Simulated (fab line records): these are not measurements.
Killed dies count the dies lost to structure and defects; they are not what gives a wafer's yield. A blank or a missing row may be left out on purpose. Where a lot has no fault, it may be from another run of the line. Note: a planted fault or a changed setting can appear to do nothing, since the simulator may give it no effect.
Which tool was responsible?	flow gf180mcu	11 lots with 33 wafers sampled at 3 steps, on a route of 602 steps

## WHAT THE GAUGES READ, wafer by wafer
GF_V1_OVL_MEAS_15.
lot	measured	on	V1_OVL (nm)
L995	day 19 16:45	overlay-01	1 -11 -10
L997	day 20 14:55	overlay-02	-3 2 -5
L998	day 20 17:50	overlay-02	-2 -2 0
L999	day 21 16:08	overlay-01	14 15 13
L100	day 21 22:22	overlay-02	8 0 2
L101	day 21 23:43	overlay-02	3 7 -1
L103	day 22 12:55	overlay-02	9 13 10
L104	day 23 02:33	overlay-01	8 4 10
L111	day 25 07:49	overlay-02	10 5 4
L114	day 26 04:27	overlay-01	3 0 1
L115	day 26 10:27	overlay-02	-3 -3 3

## WHAT TOOL EACH LOT RAN ON (gives the tool, then ch and the chambers of the sampled wafers, and finally the start)
lot	GF_M1_METAL_ETCH_16	GF_V1_CMP_04
L995	rie metal-03 ch 0,1, day 18 14:37	cmp-01 ch 0,1,3, day 18 15:42
L997	rie metal-01 ch 0,1, day 19 12:50	cmp-01 ch 0,1,3, day 19 13:47
L998	rie metal-01 ch 0,1, day 19 16:47	cmp-01 ch 1,2, day 19 17:48
L999	rie metal-03 ch 0,1, day 20 14:35	cmp-01 ch 0,2,3, day 20 15:32
L100	rie metal-01 ch 0,1, day 20 20:59	cmp-02 ch 0,1,2, day 20 22:01
L101	rie metal-02 ch 0,1, day 20 22:14	cmp-02 ch 0,1,3, day 20 23:13
L103	rie metal-02 ch 0,1, day 21 11:29	cmp-02 ch 1,3, day 21 12:25
L104	rie metal-02 ch 1, day 22 02:05	cmp-02 ch 0,1, day 22 03:04
L111	rie metal-01 ch 0,1, day 24 08:38	cmp-02 ch 1,2, day 24 09:33
L114	rie metal-01 ch 0,1, day 25 05:32	cmp-02 ch 0,1, day 25 06:31
L115	rie metal-02 ch 1, day 25 11:34	cmp-02 ch 0,3, day 25 12:34
- GF_M1_METAL_ETCH_16: etches the open film in Cl2/BCl3, stops on SiO2, target depth 750.8 nm, time 125.1 s.
- GF_V1_CMP_04: polishes SiO2.

## WHAT THE TOOLS THEMSELVES READ (means of the sampled wafers that have a number; where no wafer has one, the mark that the record gives instead)
GF_M1_METAL_ETCH_16.
lot	tool	chamber pressure mTorr (mTorr)	drypump motor current A (A)	oes product au (a.u.)	rf fwd power W (W)	throttle valve pct (%)
L995	rie metal-03	7.997	6.3	0.992	796	28.225
L997	rie metal-01	8.002	5.8	0.994	795	28.231
L998	rie metal-01	8.005	5.8	0.998	795	28.232
L999	rie metal-03	8.002	6.1	0.989	796	28.226
L100	rie metal-01	8.003	5.7	0.994	795	28.225
L101	rie metal-02	7.995	5.3	0.996	797	28.223
L103	rie metal-02	7.991	5.3	0.988	794	28.227
L104	rie metal-02	7.993	4.9	0.984	796	28.235
L111	rie metal-01	7.997	5.7	0.998	793	28.219
L114	rie metal-01	7.994	5.7	0.991	792	28.221
L115	rie metal-02	8.007	4.9	0.985	793	28.237

GF_V1_CMP_04.
lot	tool	motor current A (A)	time to endpoint s (s)
L995	cmp-01	12.0	85
L997	cmp-01	12.3	86
L998	cmp-01	11.4	84
L999	cmp-01	12.3	78
L100	cmp-02	12.1	89
L101	cmp-02	12.3	88
L103	cmp-02	11.4	103
L104	cmp-02	13.0	109
L111	cmp-02	10.9	83
L114	cmp-02	13.2	90
L115	cmp-02	13.4	89

## THE ANSWER, worked out from the rows above alone
Rule: what is usual is taken from the lots themselves. The widest of any qualifying gaps counts: lots, ordered by their means at a reading, are off when they make up no more than a third of the lots, leave a main group of 4 or more, and stand apart from it by 3 or more times the standard deviation of that group's means. Not used: any main group whose means are identical at the precision the tables above print for the reading. Also off: a lot with no number at a reading for which 4 or more lots have one. Where the step has rows for the other lots, those lots are counted as sound. Order of review: gauges by route order, followed by the tools' own readings, for which a lot's mean as printed above is used. The first step at which some lot is off is used, and at that step the reading that is off furthest; a lot without a number counts as furthest.
Off: L103, L104, at GF_V1_CMP_04 (time to endpoint s). Mean 86 s and standard deviation 3.6 in the main group.
A tool fits if, at that step or a process step before it, it ran every lot that is off, and no sound lot after the first of them. Not one of the candidates tried fits.

## WHAT WAS PUT IN BY THE SIMULATOR
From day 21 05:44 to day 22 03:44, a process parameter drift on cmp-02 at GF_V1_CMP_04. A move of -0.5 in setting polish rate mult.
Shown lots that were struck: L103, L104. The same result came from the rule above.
